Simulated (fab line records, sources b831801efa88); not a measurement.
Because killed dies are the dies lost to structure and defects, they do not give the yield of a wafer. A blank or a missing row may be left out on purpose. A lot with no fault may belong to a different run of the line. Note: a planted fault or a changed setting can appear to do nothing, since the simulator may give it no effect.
2 desks looking at one fault -- flow gf180mcu -- every desk sees just its own numbers, and what lay behind them comes last

METROLOGY DESK
Means of the sampled wafers that have a number, per lot and without regard to the tool the lot ran on: this is what the gauges read. A lot is out of limits, marked OUT, if its mean lies more than 4 standard deviations from the usual mean; the brackets give that distance.
Columns: A = M1_ALCU_THK at GF_M1_THK_MEAS_06, usual 444 nm; B = V1_W_RS at GF_V1_RS_MEAS_24, usual 0.324 ohm/sq; C = V1_W_THK at GF_V1_THK_MEAS_25, usual 362 nm
lot,first seen here,A,B,C
L796,day 16 09:50,443,0.328,355
L797,day 16 22:25,443,0.324,359
L799,day 17 21:18,444,0.323,363
L800,day 18 05:06,444,0.326,356
L803,day 19 06:46,442,0.322,362
L804,day 19 16:31,443,0.326,356
L805,day 20 00:52,458,0.325,360
L806,day 20 15:17,450,0.327,357
L807,day 21 00:45,442,0.327,359
L809,day 21 09:10,448,0.346,340
L813,day 22 16:46,446,0.332,359
L817,day 24 01:58,435,0.331,351
This desk found nothing out of limits on any of the 12 lots.

AT THE TOOL OWNER'S DESK: cvdW-01
The tool's own readings at GF_V1_CVD_23 (deposits W, target thk 350 nm, time 105.05 s): means of the sampled wafers that have a number, for each lot that ran on this tool. A lot is out of limits, marked OUT, if its mean lies more than 4 standard deviations from the usual mean; the brackets give that distance.
Columns: A = heaterPowerW at GF_V1_CVD_23, usual 920 W
lot,first seen here,A
L796,day 18 08:59,945
L799,day 19 23:11,887
L800,day 20 07:03,955
L806,day 22 16:32,957
L807,day 23 01:39,945
L809,day 23 09:28,1009
L813,day 24 16:03,850
This desk found nothing out of limits on any of the 7 lots.

BROUGHT TOGETHER
Metrology desk: nothing out of limits seen.
The desk of the tool owner found nothing out of limits.

WHAT WAS PUT IN BY THE SIMULATOR
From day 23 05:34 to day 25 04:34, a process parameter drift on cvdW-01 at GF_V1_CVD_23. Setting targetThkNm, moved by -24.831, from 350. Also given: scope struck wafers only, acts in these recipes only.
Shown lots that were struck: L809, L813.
